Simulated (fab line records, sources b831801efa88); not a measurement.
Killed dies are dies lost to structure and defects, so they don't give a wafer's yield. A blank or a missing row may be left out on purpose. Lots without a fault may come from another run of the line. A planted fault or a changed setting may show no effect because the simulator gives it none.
fab line records | flow gf180mcu
record lots=5 wafers=15 last_day=33
route steps=602 shown DNWELL@37 NWELL@42 LVPWELL@54 MVSD@66 MVPSD@78
lots that met no fault: from a run of the same line without faults
start_h: hours from the record's first day to the start of the lot's first wafer shown | wait_h: hours since the lot's step before | " the same as in the row above | L1.1+2: a row that stands for several wafers | - no value, or no start given | * or withheld: withheld | < > ~ a bound
route shown NAME@n: a module of which the file shows steps, and the number in the route of the first | usual: mean/standard deviation of fault-free wafers | same: alike in all rows | chamber/n: place in a boat | sites: the reading at each site | _std_site: their standard deviation | _edge_site: outer sites' mean less inner sites' | radius_mm: how far each site lies from the wafer's centre | mask NAME#n: copy n | behind: the tool/chamber that last shaped the wafer | hold: why the lot was held/for how many hours/how that ended | device: the transistor (n, p or np) that didn't switch | end of line: the same wafers' tests at the end of the route | a step without rows: its recipe alone | killed: dies lost to structure and defects at the first sort, not the wafer's yield | map: a wafer's dies, x killed, . not, _ none there
set.NAME: the setting as run; set.NAME@STEP: as run at that earlier step | model.NAME: the simulator's own value behind a step, which no gauge read
lots at some steps of the route; a table a step, a row a wafer
services: from which hour (start_h, from the record's first day; less than 0 if before it) a tool's chamber was out of use, for how many hours, and why
## steps
# step GF_DNWELL_PEB_05
# recipe temp_c=115 time_s=withheld
# columns lot.wafer tool chamber start_h wait_h
L077.1+3+4 litho_track-04 0 - -
L082.1+2+6 litho_track-03 0 - -
L084.1+5+6 litho_track-02 0 - -
L086.1+3+5 litho_track-04 0 - -
L091.1+3+4 litho_track-02 0 - -
# step GF_DNWELL_DEVELOP_06
# recipe wall_angle_deg=90 develop_time_s=60 dev_temp_c=23
# columns lot.wafer tool chamber start_h wait_h
L077.1+3+4 litho_track-04 0 - -
L082.1+2+6 litho_track-03 0 - -
L084.1+5+6 litho_track-02 0 - -
L086.1+3+5 litho_track-04 0 - -
L091.1+3+4 litho_track-02 0 - -
# step GF_DNWELL_IMPLANT_07
# recipe species=P energy_kev=1500 dose_cm2=1e+13 tilt_deg=0
# same implant_ion_amu=31
# columns lot.wafer tool chamber start_h wait_h
L077.1+3+4 implanter-03 0 58.49 -
L082.1+2+6 implanter-04 0 98.49 -
L084.1+5+6 implanter-02 0 98.75 -
L086.1+3+5 implanter-04 0 102.69 -
L091.1+3+4 implanter-03 0 132.90 -
# step GF_DNWELL_STRIP_08
# recipe chemistry=O2/N2 power_w=1400 pressure_mtorr=1500 platen_temp_c=250 o2_flow_sccm=3000 n2_flow_sccm=300 overash_fraction=0.5
# usual drypump_motor_current_A=5.7/0.32 heater_power_w=312/40 oes_product_au=0.722/0.0047 strip_time_to_endpoint_s=37.00/0.097
# columns lot.wafer tool chamber start_h wait_h drypump_motor_current_A heater_power_w oes_product_au rf_hours_counter_h strip_time_to_endpoint_s
L077.1 plasma_asher-04 1 58.64 0.1 5.6 308 0.716 46 37.07
L077.3 " 0 " " 5.2 363 0.731 - 37.09
L077.4 " 1 " " 5.7 312 0.725 - 37.21
L082.1 plasma_asher-03 0 98.64 0.1 5.8 256 0.727 19 37.04
L082.2 " 1 " " 5.4 260 0.715 19 37.17
L082.6 " 0 " " 5.8 260 0.712 - 37.14
L084.1 plasma_asher-02 0 98.90 0.1 5.8 314 0.730 52 37.05
L084.5 " 1 " " 6.1 332 0.722 - 36.95
L084.6 " 0 " " 5.8 302 0.723 - 37.00
L086.1 plasma_asher-04 1 102.84 0.1 5.7 313 0.722 49 37.10
L086.3 " 1 " " 5.7 299 0.721 - 37.02
L086.5 " 1 " " 5.7 317 0.723 - 36.98
L091.1 plasma_asher-02 0 133.05 0.1 5.9 306 0.716 56 37.05
L091.3 " 1 " " 6.1 335 0.722 - 37.08
L091.4 " 0 " " 5.9 303 0.721 - 36.98
# step GF_DNWELL_TW_MEAS_09
# usual DNWELL_TW=1349/13
# columns lot.wafer tool chamber start_h wait_h DNWELL_TW
L077.1 film_metro-01 - 58.74 0.1 1359
L077.3 " - " " 1356
L077.4 " - " " 1364
L082.1 film_metro-02 - 98.74 0.1 1350
L082.2 " - " " 1338
L082.6 " - " " 1345
L084.1 film_metro-01 - 99.00 0.1 1352
L084.5 " - " " 1350
L084.6 " - " " 1351
L086.1 film_metro-03 - 102.94 0.1 1355
L086.3 " - " " 1358
L086.5 " - " " 1357
L091.1 film_metro-01 - 133.15 0.1 1341
L091.3 " - " " 1340
L091.4 " - " " 1336
# step GF_NWELL_DEHYDRATE_00
# recipe temp_c=200 time_s=60
# columns lot.wafer tool chamber start_h wait_h
L077.1+3+4 litho_track-04 0 64.64 5.9
L082.1+2+6 litho_track-04 0 105.19 6.4
L084.1+5+6 litho_track-02 0 105.50 6.5
L086.1+3+5 litho_track-01 0 109.53 6.6
L091.1+3+4 litho_track-02 0 140.40 7.2
# step GF_NWELL_HMDS_01
# recipe prime_time_s=60 prime_temp_c=120
# columns lot.wafer tool chamber start_h wait_h
L077.1+3+4 litho_track-04 0 64.79 0.1
L082.1+2+6 litho_track-04 0 105.34 0.1
L084.1+5+6 litho_track-02 0 105.65 0.1
L086.1+3+5 litho_track-01 0 109.68 0.1
L091.1+3+4 litho_track-02 0 140.55 0.1
# step GF_NWELL_COAT_02
# recipe spin_rpm=2000 resist_thk_nm=3000
# columns lot.wafer tool chamber start_h wait_h
L077.1+3+4 litho_track-04 0 64.94 0.1
L082.1+2+6 litho_track-04 0 105.49 0.1
L084.1+5+6 litho_track-02 0 105.80 0.1
L086.1+3+5 litho_track-01 0 109.83 0.1
L091.1+3+4 litho_track-02 0 140.70 0.1
# step GF_NWELL_SOFTBAKE_03
# recipe temp_c=110 time_s=withheld
# columns lot.wafer tool chamber start_h wait_h
L077.1+3+4 litho_track-04 0 65.09 0.1
L082.1+2+6 litho_track-04 0 105.64 0.1
L084.1+5+6 litho_track-02 0 105.95 0.1
L086.1+3+5 litho_track-01 0 109.98 0.1
L091.1+3+4 litho_track-02 0 140.85 0.1
# step GF_NWELL_EXPOSE_04
# recipe mask_id=Nwell target_cd_nm=860 na=0.6 source_shape=conventional sigma_outer=0.6 dose_mj=260
# columns lot.wafer tool chamber start_h wait_h mask
L077.1+3+4 iline_stepper-02 0 - - Nwell#0
L082.1+2+6 iline_stepper-02 0 - - Nwell#0
L084.1+5+6 iline_stepper-01 0 - - Nwell#0
L086.1+3+5 iline_stepper-01 0 - - Nwell#0
L091.1+3+4 iline_stepper-01 0 - - Nwell#0
# step GF_NWELL_PEB_05
# recipe temp_c=115 time_s=withheld
# columns lot.wafer tool chamber start_h wait_h
L077.1+3+4 litho_track-01 0 - -
L082.1+2+6 litho_track-01 0 - -
L084.1+5+6 litho_track-04 0 - -
L086.1+3+5 litho_track-01 0 - -
L091.1+3+4 litho_track-01 0 - -
# step GF_NWELL_DEVELOP_06
# recipe wall_angle_deg=90 develop_time_s=60 dev_temp_c=23
# columns lot.wafer tool chamber start_h wait_h
L077.1+3+4 litho_track-01 0 - -
L082.1+2+6 litho_track-01 0 - -
L084.1+5+6 litho_track-04 0 - -
L086.1+3+5 litho_track-01 0 - -
L091.1+3+4 litho_track-01 0 - -
# step GF_NWELL_OVL_MEAS_07
# usual NWELL_OVL=-0.5/1.5
# columns lot.wafer tool chamber start_h wait_h NWELL_OVL[nm]
L077.1 overlay-01 - 69.53 - 0.9
L077.3 " - " " 0.9
L077.4 " - " " 0.6
L082.1 overlay-01 - 112.93 - -0.6
L082.2 " - " " 1.9
L082.6 " - " " 2.5
L084.1 overlay-02 - 113.04 - 1.3
L084.5 " - " " 0.4
L084.6 " - " " 0.9
L086.1 overlay-01 - 117.53 - 1.3
L086.3 " - " " 0.2
L086.5 " - " " 0.7
L091.1 overlay-02 - 148.48 - -1.9
L091.3 " - " " -2.6
L091.4 " - " " -2.6
# step GF_NWELL_IMPLANT_08
# recipe species=P energy_kev=450 dose_cm2=1.5e+13 tilt_deg=0
# same implant_ion_amu=31
# columns lot.wafer tool chamber start_h wait_h
L077.1+3+4 implanter-01 0 69.56 0.0
L082.1+2+6 implanter-02 0 112.96 0.0
L084.1+5+6 implanter-03 0 113.07 0.0
L086.1+3+5 implanter-03 0 117.56 0.0
L091.1+3+4 implanter-03 0 148.51 0.0
# step GF_NWELL_IMPLANT_09
# recipe species=P energy_kev=160 dose_cm2=4e+12 tilt_deg=0
# same implant_ion_amu=31
# columns lot.wafer tool chamber start_h wait_h
L077.1+3+4 implanter-01 0 69.71 0.1
L082.1+2+6 implanter-02 0 113.11 0.1
L084.1+5+6 implanter-03 0 113.22 0.1
L086.1+3+5 implanter-03 0 117.71 0.1
L091.1+3+4 implanter-03 0 148.66 0.1
# step GF_NWELL_STRIP_10
# recipe chemistry=O2/N2 power_w=1400 pressure_mtorr=1500 platen_temp_c=250 o2_flow_sccm=3000 n2_flow_sccm=300 overash_fraction=0.5
# usual drypump_motor_current_A=5.77/0.29 heater_power_w=296/33 oes_product_au=0.722/0.004 strip_time_to_endpoint_s=37.02/0.09
# columns lot.wafer tool chamber start_h wait_h drypump_motor_current_A heater_power_w oes_product_au rf_hours_counter_h strip_time_to_endpoint_s
L077.1 plasma_asher-03 1 69.86 0.1 5.36 255 0.726 15 36.92
L077.3 " 0 " " 5.82 255 0.720 - 36.99
L077.4 " 1 " " 5.33 264 0.720 - 36.93
L082.1 plasma_asher-03 0 113.26 0.1 5.84 250 0.721 20 36.95
L082.2 " 1 " " 5.40 259 0.724 20 36.81
L082.6 " 0 " " 5.85 253 0.723 - 36.87
L084.1 plasma_asher-02 1 113.37 0.1 6.14 327 0.721 54 37.07
L084.5 " 1 " " 6.14 337 0.718 - 37.18
L084.6 " 0 " " 5.86 305 0.715 - 37.01
L086.1 plasma_asher-01 1 117.86 0.1 5.99 299 0.720 0 37.16
L086.3 " 1 " " 5.99 304 0.723 - 37.15
L086.5 " 0 " " 5.36 348 0.725 - 37.16
L091.1 plasma_asher-03 0 148.81 0.1 5.80 257 0.713 24 37.10
L091.3 " 0 " " 5.81 253 0.719 - 36.98
L091.4 " 1 " " 5.36 257 0.734 - 37.16
# step GF_NWELL_TW_MEAS_11
# usual NWELL_TW=1577/15
# columns lot.wafer tool chamber start_h wait_h NWELL_TW
L077.1 film_metro-04 - 69.96 0.1 1596
L077.3 " - " " 1596
L077.4 " - " " 1592
L082.1 film_metro-02 - 113.36 0.1 1572
L082.2 " - " " 1560
L082.6 " - " " 1564
L084.1 film_metro-03 - 113.47 0.1 1573
L084.5 " - " " 1576
L084.6 " - " " 1575
L086.1 film_metro-02 - 117.96 0.1 1573
L086.3 " - " " 1565
L086.5 " - " " 1571
L091.1 film_metro-03 - 148.91 0.1 1586
L091.3 " - " " 1583
L091.4 " - " " 1584
# step GF_LVPWELL_DEHYDRATE_00
# recipe temp_c=200 time_s=60
# columns lot.wafer tool chamber start_h wait_h
L077.1+3+4 litho_track-03 0 72.19 2.2
L082.1+2+6 litho_track-04 0 120.34 7.0
L084.1+5+6 litho_track-01 0 120.53 7.0
L086.1+3+5 litho_track-01 0 124.28 6.3
L091.1+3+4 litho_track-01 0 155.93 7.0
# step GF_LVPWELL_HMDS_01
# recipe prime_time_s=60 prime_temp_c=120
# columns lot.wafer tool chamber start_h wait_h
L077.1+3+4 litho_track-03 0 72.34 0.1
L082.1+2+6 litho_track-04 0 120.49 0.1
L084.1+5+6 litho_track-01 0 120.68 0.1
L086.1+3+5 litho_track-01 0 124.43 0.1
L091.1+3+4 litho_track-01 0 156.08 0.1
# step GF_LVPWELL_COAT_02
# recipe spin_rpm=2000 resist_thk_nm=3000
# columns lot.wafer tool chamber start_h wait_h
L077.1+3+4 litho_track-03 0 72.49 0.1
L082.1+2+6 litho_track-04 0 120.64 0.1
L084.1+5+6 litho_track-01 0 120.83 0.1
L086.1+3+5 litho_track-01 0 124.58 0.1
L091.1+3+4 litho_track-01 0 156.23 0.1
# step GF_LVPWELL_SOFTBAKE_03
# recipe temp_c=110 time_s=withheld
# columns lot.wafer tool chamber start_h wait_h
L077.1+3+4 litho_track-03 0 72.64 0.1
L082.1+2+6 litho_track-04 0 120.79 0.1
L084.1+5+6 litho_track-01 0 120.98 0.1
L086.1+3+5 litho_track-01 0 124.73 0.1
L091.1+3+4 litho_track-01 0 156.38 0.1
# step GF_LVPWELL_EXPOSE_04
# recipe mask_id=LVPWELL target_cd_nm=600 na=0.6 source_shape=conventional sigma_outer=0.6 dose_mj=260
# columns lot.wafer tool chamber start_h wait_h mask
L077.1+3+4 iline_stepper-01 0 - - LVPWELL#0
L082.1+2+6 iline_stepper-01 0 - - LVPWELL#0
L084.1+5+6 iline_stepper-02 0 - - LVPWELL#0
L086.1+3+5 iline_stepper-01 0 - - LVPWELL#0
L091.1+3+4 iline_stepper-02 0 - - LVPWELL#0
# step GF_LVPWELL_PEB_05
# recipe temp_c=115 time_s=withheld
# columns lot.wafer tool chamber start_h wait_h
L077.1+3+4 litho_track-03 0 - -
L082.1+2+6 litho_track-03 0 - -
L084.1+5+6 litho_track-01 0 - -
L086.1+3+5 litho_track-03 0 - -
L091.1+3+4 litho_track-01 0 - -
# step GF_LVPWELL_DEVELOP_06
# recipe wall_angle_deg=90 develop_time_s=60 dev_temp_c=23
# columns lot.wafer tool chamber start_h wait_h
L077.1+3+4 litho_track-03 0 - -
L082.1+2+6 litho_track-03 0 - -
L084.1+5+6 litho_track-01 0 - -
L086.1+3+5 litho_track-03 0 - -
L091.1+3+4 litho_track-01 0 - -
# step GF_LVPWELL_OVL_MEAS_07
# usual LVPWELL_OVL=-0.3/1.3
# columns lot.wafer tool chamber start_h wait_h LVPWELL_OVL[nm]
L077.1 overlay-01 - 74.94 - 1.0
L077.3 " - " " 1.1
L077.4 " - " " 0.6
L082.1 overlay-02 - 128.29 - 0.7
L082.2 " - " " -1.6
L082.6 " - " " 1.2
L084.1 overlay-01 - 128.63 - -1.0
L084.5 " - " " 1.0
L084.6 " - " " -0.8
L086.1 overlay-02 - 132.29 - -0.6
L086.3 " - " " 0.6
L086.5 " - " " -1.1
L091.1 overlay-02 - 164.08 - -0.8
L091.3 " - " " 0.9
L091.4 " - " " 0.0
# step GF_LVPWELL_IMPLANT_08
# recipe species=B energy_kev=170 dose_cm2=1.5e+13 tilt_deg=0
# same implant_ion_amu=11
# columns lot.wafer tool chamber start_h wait_h
L077.1+3+4 implanter-01 0 74.98 0.0
L082.1+2+6 implanter-01 0 128.33 0.0
L084.1+5+6 implanter-04 0 128.66 0.0
L086.1+3+5 implanter-04 0 132.33 0.0
L091.1+3+4 implanter-01 0 164.11 0.0
# step GF_LVPWELL_IMPLANT_09
# recipe species=B energy_kev=60 dose_cm2=5e+12 tilt_deg=0
# same implant_ion_amu=11
# columns lot.wafer tool chamber start_h wait_h
L077.1+3+4 implanter-01 0 75.13 0.1
L082.1+2+6 implanter-01 0 128.48 0.1
L084.1+5+6 implanter-04 0 128.81 0.1
L086.1+3+5 implanter-04 0 132.48 0.1
L091.1+3+4 implanter-01 0 164.26 0.1
# step GF_LVPWELL_STRIP_10
# recipe chemistry=O2/N2 power_w=1400 pressure_mtorr=1500 platen_temp_c=250 o2_flow_sccm=3000 n2_flow_sccm=300 overash_fraction=0.5
# usual drypump_motor_current_A=5.7/0.34 heater_power_w=326/27 oes_product_au=0.722/0.0046 strip_time_to_endpoint_s=36.95/0.1
# columns lot.wafer tool chamber start_h wait_h drypump_motor_current_A heater_power_w oes_product_au rf_hours_counter_h strip_time_to_endpoint_s
L077.1 plasma_asher-02 1 75.28 0.1 6.1 330 0.717 49 36.86
L077.3 " 0 " " 5.9 307 0.722 - 36.95
L077.4 " 1 " " 6.2 337 0.732 - 36.99
L082.1 plasma_asher-02 1 128.63 0.1 6.2 329 0.730 56 36.94
L082.2 " 0 " " 5.8 308 0.715 56 36.94
L082.6 " 1 " " 6.1 329 0.717 - 36.89
L084.1 plasma_asher-01 0 128.96 0.1 5.3 341 0.724 1 37.04
L084.5 " 1 " " 6.0 302 0.724 - 37.16
L084.6 " 0 " " 5.3 337 0.715 - 37.12
L086.1 plasma_asher-01 1 132.63 0.1 6.0 298 0.714 2 36.94
L086.3 " 0 " " 5.3 345 0.727 - 36.96
L086.5 " 0 " " 5.3 343 0.723 - 36.89
L091.1 plasma_asher-02 1 164.41 0.1 6.1 327 0.723 60 36.84
L091.3 " 1 " " 6.1 329 0.722 - 36.87
L091.4 " 0 " " 5.9 305 0.718 - 36.88
# step GF_LVPWELL_TW_MEAS_11
# usual LVPWELL_TW=559/6.7
# columns lot.wafer tool chamber start_h wait_h LVPWELL_TW
L077.1 film_metro-04 - 75.38 0.1 566
L077.3 " - " " 566
L077.4 " - " " 565
L082.1 film_metro-03 - 128.73 0.1 572
L082.2 " - " " 571
L082.6 " - " " 566
L084.1 film_metro-02 - 129.06 0.1 555
L084.5 " - " " 551
L084.6 " - " " 550
L086.1 film_metro-04 - 132.73 0.1 564
L086.3 " - " " 566
L086.5 " - " " 565
L091.1 film_metro-04 - 164.51 0.1 561
L091.3 " - " " 564
L091.4 " - " " 558
# step GF_MVSD_DEHYDRATE_00
# recipe temp_c=200 time_s=60
# columns lot.wafer tool chamber start_h wait_h
L077.1+3+4 litho_track-01 0 77.33 1.9
L082.1+2+6 litho_track-01 0 136.33 7.6
L084.1+5+6 litho_track-03 0 136.44 7.4
L086.1+3+5 litho_track-01 0 140.03 7.3
L091.1+3+4 litho_track-01 0 172.22 7.7
# step GF_MVSD_HMDS_01
# recipe prime_time_s=60 prime_temp_c=120
# columns lot.wafer tool chamber start_h wait_h
L077.1+3+4 litho_track-01 0 77.48 0.1
L082.1+2+6 litho_track-01 0 136.48 0.1
L084.1+5+6 litho_track-03 0 136.59 0.1
L086.1+3+5 litho_track-01 0 140.18 0.1
L091.1+3+4 litho_track-01 0 172.37 0.1
# step GF_MVSD_COAT_02
# recipe spin_rpm=2000 resist_thk_nm=3000
# columns lot.wafer tool chamber start_h wait_h
L077.1+3+4 litho_track-01 0 77.63 0.1
L082.1+2+6 litho_track-01 0 136.63 0.1
L084.1+5+6 litho_track-03 0 136.74 0.1
L086.1+3+5 litho_track-01 0 140.33 0.1
L091.1+3+4 litho_track-01 0 172.52 0.1
# step GF_MVSD_SOFTBAKE_03
# recipe temp_c=110 time_s=withheld
# columns lot.wafer tool chamber start_h wait_h
L077.1+3+4 litho_track-01 0 77.78 0.1
L082.1+2+6 litho_track-01 0 136.78 0.1
L084.1+5+6 litho_track-03 0 136.89 0.1
L086.1+3+5 litho_track-01 0 140.48 0.1
L091.1+3+4 litho_track-01 0 172.67 0.1
# step GF_MVSD_EXPOSE_04
# recipe mask_id=MVSD target_cd_nm=1000 na=0.6 source_shape=conventional sigma_outer=0.6 dose_mj=260
# columns lot.wafer tool chamber start_h wait_h mask
L077.1+3+4 iline_stepper-02 0 - - MVSD#0
L082.1+2+6 iline_stepper-01 0 - - MVSD#0
L084.1+5+6 iline_stepper-02 0 - - MVSD#0
L086.1+3+5 iline_stepper-01 0 - - MVSD#0
L091.1+3+4 iline_stepper-02 0 - - MVSD#0
# step GF_MVSD_PEB_05
# recipe temp_c=115 time_s=withheld
# columns lot.wafer tool chamber start_h wait_h
L077.1+3+4 litho_track-02 0 - -
L082.1+2+6 litho_track-02 0 - -
L084.1+5+6 litho_track-01 0 - -
L086.1+3+5 litho_track-01 0 - -
L091.1+3+4 litho_track-01 0 - -
# step GF_MVSD_DEVELOP_06
# recipe wall_angle_deg=90 develop_time_s=60 dev_temp_c=23
# columns lot.wafer tool chamber start_h wait_h
L077.1+3+4 litho_track-02 0 - -
L082.1+2+6 litho_track-02 0 - -
L084.1+5+6 litho_track-01 0 - -
L086.1+3+5 litho_track-01 0 - -
L091.1+3+4 litho_track-01 0 - -
# step GF_MVSD_OVL_MEAS_07
# usual MVSD_OVL=0.0/1.4
# columns lot.wafer tool chamber start_h wait_h MVSD_OVL[nm]
L077.1 overlay-01 - 82.10 - 0.8
L077.3 " - " " 0.4
L077.4 " - " " 2.2
L082.1 overlay-01 - 143.95 - 2.0
L082.2 " - " " -0.3
L082.6 " - " " 0.3
L084.1 overlay-02 - 144.23 - -1.0
L084.5 " - " " -1.7
L084.6 " - " " -2.0
L086.1 overlay-01 - 148.13 - -3.4
L086.3 " - " " 0.6
L086.5 " - " " -1.8
L091.1 overlay-01 - 180.87 - 1.5
L091.3 " - " " 1.2
L091.4 " - " " 1.4
# step GF_MVSD_IMPLANT_08
# recipe species=P energy_kev=400 dose_cm2=1.6e+13 tilt_deg=0
# same implant_ion_amu=31
# columns lot.wafer tool chamber start_h wait_h
L077.1+3+4 implanter-02 0 82.14 0.0
L082.1+2+6 implanter-01 0 143.99 0.0
L084.1+5+6 implanter-04 0 144.26 0.0
L086.1+3+5 implanter-01 0 148.16 0.0
L091.1+3+4 implanter-04 0 180.91 0.0
# step GF_MVSD_IMPLANT_09
# recipe species=P energy_kev=100 dose_cm2=5e+12 tilt_deg=0
# same implant_ion_amu=31
# columns lot.wafer tool chamber start_h wait_h
L077.1+3+4 implanter-02 0 82.29 0.1
L082.1+2+6 implanter-01 0 144.14 0.1
L084.1+5+6 implanter-04 0 144.41 0.1
L086.1+3+5 implanter-01 0 148.31 0.1
L091.1+3+4 implanter-04 0 181.06 0.1
# step GF_MVSD_STRIP_10
# recipe chemistry=O2/N2 power_w=1400 pressure_mtorr=1500 platen_temp_c=250 o2_flow_sccm=3000 n2_flow_sccm=300 overash_fraction=0.5
# usual drypump_motor_current_A=5.56/0.29 heater_power_w=313/42 oes_product_au=0.722/0.0045 strip_time_to_endpoint_s=36.98/0.093
# columns lot.wafer tool chamber start_h wait_h drypump_motor_current_A heater_power_w oes_product_au rf_hours_counter_h strip_time_to_endpoint_s
L077.1 plasma_asher-04 1 82.44 0.1 5.66 308 0.733 48 36.85
L077.3 " 1 " " 5.65 302 0.726 - 36.73
L077.4 " 0 " " 5.20 373 0.724 - 36.85
L082.1 plasma_asher-01 1 144.29 0.1 6.02 301 0.724 3 36.99
L082.2 " 0 " " 5.38 343 0.729 3 37.11
L082.6 " 0 " " 5.37 347 0.717 - 37.06
L084.1 plasma_asher-04 0 144.56 0.1 5.19 381 0.727 54 37.08
L084.5 " 0 " " 5.20 362 0.726 - 37.02
L084.6 " 1 " " 5.70 317 0.731 - 37.07
L086.1 plasma_asher-01 1 148.46 0.1 6.02 297 0.720 3 36.91
L086.3 " 1 " " 6.02 303 0.719 - 36.94
L086.5 " 1 " " 6.00 300 0.728 - 37.10
L091.1 plasma_asher-04 1 181.21 0.1 5.68 304 0.727 58 36.89
L091.3 " 1 " " 5.66 306 0.717 - 36.90
L091.4 " 0 " " 5.21 375 0.721 - 36.85
# step GF_MVSD_TW_MEAS_11
# usual MVSD_TW=1577/16
# columns lot.wafer tool chamber start_h wait_h MVSD_TW
L077.1 film_metro-02 - 82.54 0.1 1563
L077.3 " - " " 1578
L077.4 " - " " 1568
L082.1 film_metro-03 - 144.39 0.1 1592
L082.2 " - " " 1590
L082.6 " - " " 1582
L084.1 film_metro-03 - 144.66 0.1 1593
L084.5 " - " " 1589
L084.6 " - " " 1586
L086.1 film_metro-04 - 148.56 0.1 1583
L086.3 " - " " 1580
L086.5 " - " " 1583
L091.1 film_metro-02 - 181.31 0.1 1557
L091.3 " - " " 1560
L091.4 " - " " 1558
# step GF_MVPSD_DEHYDRATE_00
# recipe temp_c=200 time_s=60
# columns lot.wafer tool chamber start_h wait_h
L077.1+3+4 litho_track-02 0 88.85 6.3
L082.1+2+6 litho_track-03 0 151.74 7.3
L084.1+5+6 litho_track-04 0 151.84 7.2
L086.1+3+5 litho_track-02 0 155.65 7.1
L091.1+3+4 litho_track-03 0 189.14 7.8
# step GF_MVPSD_HMDS_01
# recipe prime_time_s=60 prime_temp_c=120
# columns lot.wafer tool chamber start_h wait_h
L077.1+3+4 litho_track-02 0 89.00 0.1
L082.1+2+6 litho_track-03 0 151.89 0.1
L084.1+5+6 litho_track-04 0 151.99 0.1
L086.1+3+5 litho_track-02 0 155.80 0.1
L091.1+3+4 litho_track-03 0 189.29 0.1
# step GF_MVPSD_COAT_02
# recipe spin_rpm=2000 resist_thk_nm=3000
# columns lot.wafer tool chamber start_h wait_h
L077.1+3+4 litho_track-02 0 89.15 0.1
L082.1+2+6 litho_track-03 0 152.04 0.1
L084.1+5+6 litho_track-04 0 152.14 0.1
L086.1+3+5 litho_track-02 0 155.95 0.1
L091.1+3+4 litho_track-03 0 189.44 0.1
# step GF_MVPSD_SOFTBAKE_03
# recipe temp_c=110 time_s=withheld
# columns lot.wafer tool chamber start_h wait_h
L077.1+3+4 litho_track-02 0 89.30 0.1
L082.1+2+6 litho_track-03 0 152.19 0.1
L084.1+5+6 litho_track-04 0 152.29 0.1
L086.1+3+5 litho_track-02 0 156.10 0.1
L091.1+3+4 litho_track-03 0 189.59 0.1
# step GF_MVPSD_EXPOSE_04
# recipe mask_id=MVPSD target_cd_nm=1000 na=0.6 source_shape=conventional sigma_outer=0.6 dose_mj=260
# columns lot.wafer tool chamber start_h wait_h mask
L077.1+3+4 iline_stepper-02 0 - - MVPSD#0
L082.1+2+6 iline_stepper-02 0 - - MVPSD#0
L084.1+5+6 iline_stepper-01 0 - - MVPSD#0
L086.1+3+5 iline_stepper-02 0 - - MVPSD#0
L091.1+3+4 iline_stepper-02 0 - - MVPSD#0
# step GF_MVPSD_PEB_05
# recipe temp_c=115 time_s=withheld
# columns lot.wafer tool chamber start_h wait_h
L077.1+3+4 litho_track-04 0 - -
L082.1+2+6 litho_track-02 0 - -
L084.1+5+6 litho_track-04 0 - -
L086.1+3+5 litho_track-02 0 - -
L091.1+3+4 litho_track-03 0 - -
# step GF_MVPSD_DEVELOP_06
# recipe wall_angle_deg=90 develop_time_s=60 dev_temp_c=23
# columns lot.wafer tool chamber start_h wait_h
L077.1+3+4 litho_track-04 0 - -
L082.1+2+6 litho_track-02 0 - -
L084.1+5+6 litho_track-04 0 - -
L086.1+3+5 litho_track-02 0 - -
L091.1+3+4 litho_track-03 0 - -
# step GF_MVPSD_OVL_MEAS_07
# usual MVPSD_OVL=1.0/1.3
# columns lot.wafer tool chamber start_h wait_h MVPSD_OVL[nm]
L077.1 overlay-01 - 96.49 - 2.8
L077.3 " - " " 1.4
L077.4 " - " " 2.0
L082.1 overlay-02 - 160.05 - 0.9
L082.2 " - " " 2.2
L082.6 " - " " 1.6
L084.1 overlay-02 - 160.24 - -1.4
L084.5 " - " " 0.2
L084.6 " - " " 0.5
L086.1 overlay-01 - 163.55 - -0.3
L086.3 " - " " -1.7
L086.5 " - " " -0.7
L091.1 overlay-01 - 198.34 - 1.9
L091.3 " - " " 1.6
L091.4 " - " " 2.0
# step GF_MVPSD_IMPLANT_08
# recipe species=B energy_kev=170 dose_cm2=1.5e+13 tilt_deg=0
# same implant_ion_amu=11
# columns lot.wafer tool chamber start_h wait_h
L077.1+3+4 implanter-04 0 96.52 0.0
L082.1+2+6 implanter-03 0 160.09 0.0
L084.1+5+6 implanter-02 0 160.27 0.0
L086.1+3+5 implanter-04 0 163.59 0.0
L091.1+3+4 implanter-04 0 198.38 0.0
# step GF_MVPSD_IMPLANT_09
# recipe species=B energy_kev=40 dose_cm2=5e+12 tilt_deg=0
# same implant_ion_amu=11
# columns lot.wafer tool chamber start_h wait_h
L077.1+3+4 implanter-04 0 96.67 0.1
L082.1+2+6 implanter-03 0 160.24 0.1
L084.1+5+6 implanter-02 0 160.42 0.1
L086.1+3+5 implanter-04 0 163.74 0.1
L091.1+3+4 implanter-04 0 198.53 0.1
# step GF_MVPSD_STRIP_10
# recipe chemistry=O2/N2 power_w=1400 pressure_mtorr=1500 platen_temp_c=250 o2_flow_sccm=3000 n2_flow_sccm=300 overash_fraction=0.5
# usual drypump_motor_current_A=5.7/0.32 heater_power_w=313/40 oes_product_au=0.722/0.0049 strip_time_to_endpoint_s=36.99/0.11
# columns lot.wafer tool chamber start_h wait_h drypump_motor_current_A heater_power_w oes_product_au rf_hours_counter_h strip_time_to_endpoint_s
L077.1 plasma_asher-02 1 96.82 0.1 6.2 330 0.719 52 36.96
L077.3 " 0 " " 5.8 308 0.720 - 36.93
L077.4 " 1 " " 6.1 331 0.720 - 36.91
L082.1 plasma_asher-03 0 160.39 0.1 5.8 255 0.726 25 36.99
L082.2 " 1 " " 5.4 256 0.711 25 36.93
L082.6 " 0 " " 5.8 261 0.716 - 36.95
L084.1 plasma_asher-04 1 160.57 0.1 5.7 301 0.710 55 37.08
L084.5 " 0 " " 5.2 375 0.721 - 36.97
L084.6 " 1 " " 5.7 309 0.724 - 36.90
L086.1 plasma_asher-03 0 163.89 0.1 5.8 260 0.719 26 36.78
L086.3 " 0 " " 5.8 257 0.722 - 36.83
L086.5 " 1 " " 5.4 257 0.724 - 36.76
L091.1 plasma_asher-03 1 198.68 0.1 5.4 256 0.720 28 36.93
L091.3 " 1 " " 5.4 262 0.720 - 36.91
L091.4 " 0 " " 5.8 249 0.714 - 36.95
## services
# columns tool chamber start_h hours kind
iline_stepper-02 - 54.32 8.9 pm
iline_stepper-01 0 57.73 - calibration
iline_stepper-02 - 69.00 1.7 pm
iline_stepper-02 0 70.80 - calibration
iline_stepper-01 - 73.50 1.7 pm
implanter-02 - 73.85 3.1 repair
implanter-02 - 74.91 2.2 repair
implanter-01 - 83.36 12.2 pm
plasma_asher-04 - 92.97 7.4 repair
implanter-03 - 94.15 3.1 repair
plasma_asher-01 - 108.75 9.0 pm
plasma_asher-01 0 108.75 9.0 vent_cycle
plasma_asher-01 1 108.75 9.0 vent_cycle
plasma_asher-01 0 117.75 - clean
plasma_asher-01 1 117.75 - clean
implanter-03 - 135.67 6.0 pm
iline_stepper-02 - 166.89 0.8 repair
plasma_asher-01 - 171.73 3.5 repair
plasma_asher-01 - 174.44 0.9 repair
implanter-01 - 174.96 4.8 repair
plasma_asher-03 - 184.06 10.7 repair
plasma_asher-04 - 185.90 3.0 repair
implanter-02 - 186.69 2.5 repair
implanter-01 - 190.88 3.4 pm
## key
fault none
